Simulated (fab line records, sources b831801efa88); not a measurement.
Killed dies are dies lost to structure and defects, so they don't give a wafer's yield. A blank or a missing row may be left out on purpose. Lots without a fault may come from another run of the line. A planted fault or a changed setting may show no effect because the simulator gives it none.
Which tool did it? | flow sky130 | 6 lots, 18 wafers sampled, at 2 steps of a route of 708

WHAT THE GAUGES READ, wafer by wafer
SKY_CONTACT_THK_MEAS_03.
lot  | measured     | on            | CONTACT_HDPCVD_THK (nm)
L528 | day 31 05:26 | film_metro-01 | 558 554 560
L530 | day 32 04:59 | film_metro-03 | 762 568 764
L531 | day 32 17:55 | film_metro-01 | 565 569 761
L543 | day 35 11:58 | film_metro-02 | 564 569 568
L545 | day 36 02:23 | film_metro-02 | 570 572 568
L549 | day 37 03:35 | film_metro-02 | 562 570 561

WHICH TOOL RAN EACH LOT (tool, then ch and the chambers of the sampled wafers, then the start)
lot  | SKY_CONTACT_HDPCVD_02
L528 | hdpcvd-02 ch 0, day 31 05:20
L530 | hdpcvd-02 ch 1,2, day 32 04:53
L531 | hdpcvd-02 ch 1,2, day 32 17:50
L543 | hdpcvd-02 ch 0,2, day 35 11:53
L545 | hdpcvd-02 ch 0,2, day 36 02:19
L549 | hdpcvd-02 ch 0,2, day 37 03:31
- SKY_CONTACT_HDPCVD_02: deposits SiO2, target thk 565 nm, time 94.2 s.

THE ANSWER, worked out from the rows above alone
Rule: what is usual is taken from the lots themselves. Put in order of their means at a reading, lots are off if they are a third of the lots or fewer, leave a main group of 4 or more, and stand apart from it by a gap of 3 or more times the standard deviation of the main group's means; of several such gaps the widest counts. A main group whose means are all the same, to the digits that the tables above print for the reading, isn't used. A lot without any number at a reading at which 4 lots or more have one is off too. The other lots that the step has rows for count as sound.
Off: L530, L531, at SKY_CONTACT_THK_MEAS_03 (CONTACT_HDPCVD_THK). The main group: mean 565 nm, standard deviation 4.7.
A tool fits if, at a process step before that reading, it ran every lot that is off, and no sound lot after the first of them. The gauges at SKY_CONTACT_THK_MEAS_03 are tried like those tools. None of those tried fits.

WHAT THE SIMULATOR HAD PUT IN
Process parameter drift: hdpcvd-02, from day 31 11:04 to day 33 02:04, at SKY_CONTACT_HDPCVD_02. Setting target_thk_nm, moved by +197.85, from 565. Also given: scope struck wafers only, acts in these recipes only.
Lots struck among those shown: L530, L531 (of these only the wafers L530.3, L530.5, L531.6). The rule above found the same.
